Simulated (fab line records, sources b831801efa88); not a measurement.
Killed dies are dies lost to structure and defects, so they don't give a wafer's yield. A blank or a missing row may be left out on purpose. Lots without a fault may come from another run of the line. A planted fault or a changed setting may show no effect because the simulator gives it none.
fab line records | flow sky130
record lots=14 wafers=42 last_day=50
route steps=708 shown SONOS_ONO@170 CAPM@539 METAL3@567 PAD_OPEN@708
lots that met no fault: from a run of the same line without faults
start_h: hours from the record's first day to the start of the lot's first wafer shown | wait_h: hours since the lot's step before | " the same as in the row above | L1.1+2: a row that stands for several wafers | - no value, or no start given | * or withheld: withheld | < > ~ a bound
route shown NAME@n: a module of which the file shows steps, and the number in the route of the first | usual: mean/standard deviation of fault-free wafers | same: alike in all rows | chamber/n: place in a boat | sites: the reading at each site | _std_site: their standard deviation | _edge_site: outer sites' mean less inner sites' | radius_mm: how far each site lies from the wafer's centre | mask NAME#n: copy n | behind: the tool/chamber that last shaped the wafer | hold: why the lot was held/for how many hours/how that ended | device: the transistor (n, p or np) that didn't switch | end of line: the same wafers' tests at the end of the route | a step without rows: its recipe alone | killed: dies lost to structure and defects at the first sort, not the wafer's yield | map: a wafer's dies, x killed, . not, _ none there
set.NAME: the setting as run; set.NAME@STEP: as run at that earlier step | model.NAME: the simulator's own value behind a step, which no gauge read
steps of the route over a sample of lots; a table a step, a row a wafer
services: from which hour (start_h, from the record's first day; less than 0 if before it) a tool's chamber was out of use, for how many hours, and why
## steps
# step SKY_SONOS_ONO_CVD_02
# recipe material=Si3N4 precursor=DCS/NH3 target_thk_nm=10.5 temp_c=770 time_s=180 pressure_mtorr=250
# same time_s=180
# columns lot.wafer tool chamber start_h wait_h
L320.2+4+6 lpcvd-02 1 255.71 0.0
L321.2+4+6 lpcvd-02 0 260.49 0.0
L322.2+3+5 lpcvd-02 0 265.50 0.7
L323.1+3+5 lpcvd-02 0 271.79 0.1
L332.1+2+3 lpcvd-02 0 346.50 0.1
L334.3+4+6 lpcvd-02 0 362.24 0.0
L335.1+4+5 lpcvd-02 0 373.48 1.5
L336.2+3+4 lpcvd-02 0 384.14 1.1
L337.1+2+6 lpcvd-02 0 389.55 1.1
L338.1+3+6 lpcvd-02 0 396.71 0.1
L339.1+2+4 lpcvd-02 1 410.94 1.8
L340.2+5+6 lpcvd-02 1 415.19 0.8
L341.3+4+5 lpcvd-02 1 422.82 4.2
L342.1+4+6 lpcvd-02 1 433.60 4.8
# step SKY_CAPM_SPUTTER_02
# recipe material=TiN target_thk_nm=200 temp_c=300 power_w=6500 time_s=166.7 chamber_pressure_pa=0.4
# usual throttle_valve_pct=30.2/0.95
# same time_s=166.7
# columns lot.wafer tool chamber start_h wait_h throttle_valve_pct
L320.2 pvd_sputter-01 - 851.27 0.0 29.7
L320.4 " - " " 30.7
L320.6 " - " " 27.9
L321.2 pvd_sputter-03 - 859.50 0.0 29.1
L321.4 " - " " 30.9
L321.6 " - " " 29.6
L322.2 pvd_sputter-01 - 859.83 0.0 29.7
L322.3 " - " " 27.8
L322.5 " - " " 27.7
L323.1 pvd_sputter-01 - 868.98 0.1 30.8
L323.3 " - " " 29.8
L323.5 " - " " 30.7
L332.1 pvd_sputter-03 - 938.65 0.1 29.3
L332.2 " - " " 30.5
L332.3 " - " " 31.4
L334.3 pvd_sputter-01 - 951.72 0.0 27.9
L334.4 " - " " 30.8
L334.6 " - " " 29.7
L335.1 pvd_sputter-02 - 960.96 0.1 29.8
L335.4 " - " " 30.3
L335.5 " - " " 30.8
L336.2 pvd_sputter-02 - 971.21 0.0 30.9
L336.3 " - " " 30.0
L336.4 " - " " 30.3
L337.1 pvd_sputter-03 - 972.69 0.1 31.5
L337.2 " - " " 30.5
L337.6 " - " " 31.7
L338.1 pvd_sputter-03 - 980.24 0.1 30.3
L338.3 " - " " 30.7
L338.6 " - " " 29.2
L339.1 pvd_sputter-03 - 992.79 0.1 29.5
L339.2 " - " " 31.4
L339.4 " - " " 30.2
L340.2 pvd_sputter-03 - 993.96 0.0 30.6
L340.5 " - " " 30.5
L340.6 " - " " 31.0
L341.3 pvd_sputter-03 - 1006.67 0.0 30.6
L341.4 " - " " 29.2
L341.5 " - " " 30.5
L342.1 pvd_sputter-02 - 1010.29 0.1 29.7
L342.4 " - " " 30.0
L342.6 " - " " 29.9
# step SKY_CAPM_THK_MEAS_04
# recipe thk_meas_gauge=xrf reads=TiN_of_CAPM_SPUTTER_02
# usual CAPM_TIN_THK=201.4/2.2
# columns lot.wafer tool chamber start_h wait_h CAPM_TIN_THK[nm]
L320.2 film_metro-02 - 851.51 0.1 199.3
L320.4 " - " " 201.2
L320.6 " - " " 199.7
L321.2 film_metro-01 - 859.74 0.1 198.2
L321.4 " - " " 200.5
L321.6 " - " " 199.0
L322.2 film_metro-04 - 860.07 0.1 203.6
L322.3 " - " " 202.9
L322.5 " - " " 203.1
L323.1 film_metro-04 - 869.21 0.1 202.2
L323.3 " - " " 201.8
L323.5 " - " " 202.5
L332.1 film_metro-02 - 938.88 0.1 204.0
L332.2 " - " " 203.8
L332.3 " - " " 204.7
L334.3 film_metro-01 - 951.97 0.1 202.0
L334.4 " - " " 203.5
L334.6 " - " " 199.9
L335.1 film_metro-01 - 961.19 0.1 200.8
L335.4 " - " " 199.8
L335.5 " - " " 199.6
L336.2 film_metro-04 - 971.45 0.1 195.3
L336.3 " - " " 197.3
L336.4 " - " " 193.8
L337.1 film_metro-04 - 972.92 0.1 199.2
L337.2 " - " " 199.9
L337.6 " - " " 199.4
L338.1 film_metro-04 - 980.47 0.1 199.9
L338.3 " - " " 197.9
L338.6 " - " " 196.7
L339.1 film_metro-04 - 993.02 0.1 200.1
L339.2 " - " " 200.0
L339.4 " - " " 201.1
L340.2 film_metro-01 - 994.20 0.1 204.7
L340.5 " - " " 203.4
L340.6 " - " " 204.1
L341.3 film_metro-01 - 1006.92 0.1 202.5
L341.4 " - " " 202.2
L341.5 " - " " 202.9
L342.1 film_metro-02 - 1010.52 0.1 199.9
L342.4 " - " " 199.7
L342.6 " - " " 200.3
# step SKY_METAL3_ETCH_17
# recipe target=SiO2 stop_on=TiN chemistry=C4F8/O2/Ar source_w=1500 bias_w=1200 pressure_mtorr=40 c4f8_flow_sccm=withheld O2_flow_sccm=6 Ar_flow_sccm=300 time_s=3.9 target_depth_a=150
# usual oes_product_au=0.755/0.0069
# same time_s=3.9
# columns lot.wafer tool chamber start_h wait_h oes_product_au rf_hours_counter_h
L320.2 rie_diel-03 1 903.67 0.1 0.758 2
L320.4 " 3 " " 0.763 17
L320.6 " 0 " " 0.768 -
L321.2 rie_diel-02 2 911.77 0.1 0.748 13
L321.4 " 3 " " 0.753 9
L321.6 " 0 " " 0.760 -
L322.2 rie_diel-01 1 912.13 0.1 0.748 23
L322.3 " 3 " " 0.746 19
L322.5 " 1 " " 0.767 -
L323.1 rie_diel-01 3 920.46 0.1 0.746 19
L323.3 " 1 " " 0.760 23
L323.5 " 2 " " 0.767 -
L332.1 rie_diel-01 2 987.85 0.2 0.754 18
L332.2 " 0 " " 0.745 19
L332.3 " 3 " " 0.757 21
L334.3 rie_diel-02 3 1000.99 0.1 0.754 11
L334.4 " 1 " " 0.762 6
L334.6 " 3 " " 0.757 -
L335.1 rie_diel-03 2 1009.29 0.1 0.739 16
L335.4 " 3 " " 0.758 20
L335.5 " 2 " " 0.753 -
L336.2 rie_diel-03 2 1019.03 0.1 0.742 16
L336.3 " 0 " " 0.744 10
L336.4 " 3 " " 0.749 21
L337.1 rie_diel-02 0 1020.18 0.1 0.756 12
L337.2 " 3 " " 0.756 11
L337.6 " 2 " " 0.760 -
L338.1 rie_diel-01 0 1027.42 0.1 0.744 21
L338.3 " 1 " " 0.744 27
L338.6 " 0 " " 0.763 -
L339.1 rie_diel-01 0 1039.44 0.1 0.753 21
L339.2 " 2 " " 0.753 20
L339.4 " 1 " " 0.754 27
L340.2 rie_diel-01 1 1041.32 0.1 0.750 27
L340.5 " 3 " " 0.759 -
L340.6 " 0 " " 0.760 -
L341.3 rie_diel-02 1 1052.71 0.0 0.751 8
L341.4 " 1 " " 0.753 -
L341.5 " 0 " " 0.756 -
L342.1 rie_diel-02 0 1055.76 0.1 0.761 13
L342.4 " 0 " " 0.771 -
L342.6 " 1 " " 0.768 -
# step SKY_PAD_OPEN_PROBE_99
# usual killed_at_M0_to_M3=44/7.2 killed_at_M4_up=3.5/1.8 killed_at_contacts=25/5.1 killed_at_front_end=14/4.4 killed_at_other=0.4/0.58 killed_dies=87/9.1 killed_open=48/6.9 killed_short=38/6.3
# same gross_dies=492 killed_at_back_side=0
# columns lot.wafer tool chamber start_h wait_h killed_at_M0_to_M3 killed_at_M4_up killed_at_contacts killed_at_front_end killed_at_other killed_dies killed_open killed_short
L322.2 prober-02 - 1087.03 0.1 39 7 20 79 1 146 43 44
L322.3 prober-02 - 1087.08 0.2 48 2 24 69 0 143 49 37
L322.5 prober-02 - 1087.18 0.2 39 4 25 64 1 133 48 28
L323.1 prober-01 - 1091.55 0.1 39 3 18 71 0 131 41 35
L323.3 prober-01 - 1091.65 0.2 35 4 22 66 0 127 42 29
L323.5 prober-01 - 1091.75 0.2 32 6 19 80 0 137 34 38
L336.2 prober-01 - 1169.50 0.1 38 8 30 14 1 91 45 45
L336.3 prober-01 - 1169.55 0.2 45 5 21 13 0 84 50 34
L336.4 prober-01 - 1169.60 0.2 40 3 20 14 0 77 39 38
# killed by level:class
L322.2 SONOS_ONO:unspecified=58 VIA1:geometric_particle:open=9 VIA2:geometric_particle:short=8 POLY_GATE:geometric_particle:short=7 CONTACT:geometric_particle:open=7 VIA2:geometric_particle:open=7 METAL4:geometric_particle:short=7 LI_CONTACT:geometric_particle:open=6
L322.3 SONOS_ONO:unspecified=57 VIA1:geometric_particle:open=11 VIA2:geometric_particle:open=9 LI_CONTACT:geometric_particle:open=8 CONTACT:geometric_particle:short=8 METAL2:geometric_particle:short=5 VIA1:geometric_particle:short=4 VIA2:geometric_particle:short=4
L322.5 SONOS_ONO:unspecified=56 CONTACT:geometric_particle:open=10 LI_CONTACT:geometric_particle:open=8 VIA1:geometric_particle:open=8 VIA2:geometric_particle:open=7 VIA1:geometric_particle:short=6 METAL2:geometric_particle:short=4 VIA3:geometric_particle:open=4
L323.1 SONOS_ONO:unspecified=55 CONTACT:geometric_particle:open=10 VIA1:geometric_particle:open=8 POLY_GATE:geometric_particle:short=7 VIA2:geometric_particle:open=7 CONTACT:geometric_particle:short=5 FIELD_ISO:geometric_particle:open=4 VIA2:geometric_particle:short=4
L323.3 SONOS_ONO:unspecified=56 LI_CONTACT:geometric_particle:open=11 VIA1:geometric_particle:open=11 VIA2:geometric_particle:open=6 CONTACT:geometric_particle:open=5 METAL2:geometric_particle:short=5 POLY_GATE:geometric_particle:short=3 LI_CONTACT:geometric_particle:short=3
L323.5 SONOS_ONO:unspecified=65 VIA2:geometric_particle:open=8 POLY_GATE:geometric_particle:short=7 CONTACT:geometric_particle:open=6 VIA1:geometric_particle:open=6 CONTACT:geometric_particle:short=5 METAL1:geometric_particle:short=5 FIELD_ISO:geometric_particle:open=4
L336.2 VIA1:geometric_particle:open=10 CONTACT:geometric_particle:open=9 CONTACT:geometric_particle:short=8 METAL1:geometric_particle:short=7 VIA3:geometric_particle:open=5 LI_CONTACT:geometric_particle:open=5 LOCAL_INTERCONNECT:geometric_particle:short=5 VIA2:geometric_particle:open=5
L336.3 VIA1:geometric_particle:open=14 CONTACT:geometric_particle:open=7 METAL2:geometric_particle:short=7 POLY_GATE:geometric_particle:open=5 LI_CONTACT:geometric_particle:open=5 VIA2:geometric_particle:open=5 METAL4:geometric_particle:short=5 CONTACT:geometric_particle:short=4
L336.4 VIA1:geometric_particle:open=11 VIA3:geometric_particle:open=7 METAL2:geometric_particle:short=6 LI_CONTACT:geometric_particle:open=6 LOCAL_INTERCONNECT:geometric_particle:short=6 FIELD_ISO:geometric_particle:short=5 METAL3:geometric_particle:short=5 FIELD_ISO:geometric_particle:open=4
## services
# columns tool chamber start_h hours kind
lpcvd-02 - 236.79 2.8 pm
pvd_sputter-03 - 254.39 1.7 repair
rie_diel-02 2 274.83 8.5 repair
rie_diel-01 1 311.16 4.1 repair
pvd_sputter-03 - 351.60 2.2 repair
rie_diel-01 - 371.95 14.6 pm
rie_diel-01 2 409.18 12.0 repair
pvd_sputter-03 - 421.31 3.4 repair
rie_diel-01 0 496.64 5.2 repair
rie_diel-01 1 512.72 6.6 repair
rie_diel-01 3 568.35 7.9 repair
pvd_sputter-03 - 600.36 2.0 repair
rie_diel-01 2 633.25 8.4 repair
rie_diel-01 3 666.45 4.6 repair
rie_diel-01 2 679.28 12.7 repair
pvd_sputter-03 - 728.69 11.5 repair
pvd_sputter-03 - 763.04 5.3 repair
rie_diel-01 - 798.92 2.8 pm
pvd_sputter-03 - 884.25 2.4 repair
rie_diel-01 0 890.36 3.6 repair
lpcvd-02 - 936.38 0.9 repair
pvd_sputter-03 - 1032.92 2.4 repair
pvd_sputter-03 - 1033.82 6.5 repair
rie_diel-01 2 1050.09 15.1 repair
## key
first_sign step=SKY_PAD_OPEN_PROBE_99 reading=killed_at_front_end direction=up sigmas=13 usual=14 struck=72
effect step=SKY_PAD_OPEN_PROBE_99 reading=killed_dies direction=up sigmas=5.4 usual=87 struck=136
met_at SKY_SONOS_ONO_CVD_02
struck_lots L322,L323
struck_wafers L322.2,L322.3,L322.5,L323.1,L323.3,L323.5
tester_left_out L322,L323
not_acting_at SKY_CAPM_SPUTTER_02,SKY_CAPM_THK_MEAS_04,SKY_METAL3_ETCH_17
onset_between 260.49 265.50
fault kind=chamber_particle_source tool=lpcvd-02 chamber=0 onset_h=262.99 steps=SKY_SONOS_ONO_CVD_02 rate_per_visit_cm2=1.0832 end_h=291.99
# tester_left_out: of these lots the tester's yield and bins aren't shown, on N5 and GAA mostly nor the transistor test; their killed dies are dies lost to structure and defects alone, not to doping, threshold or leakage, so they don't give the yield
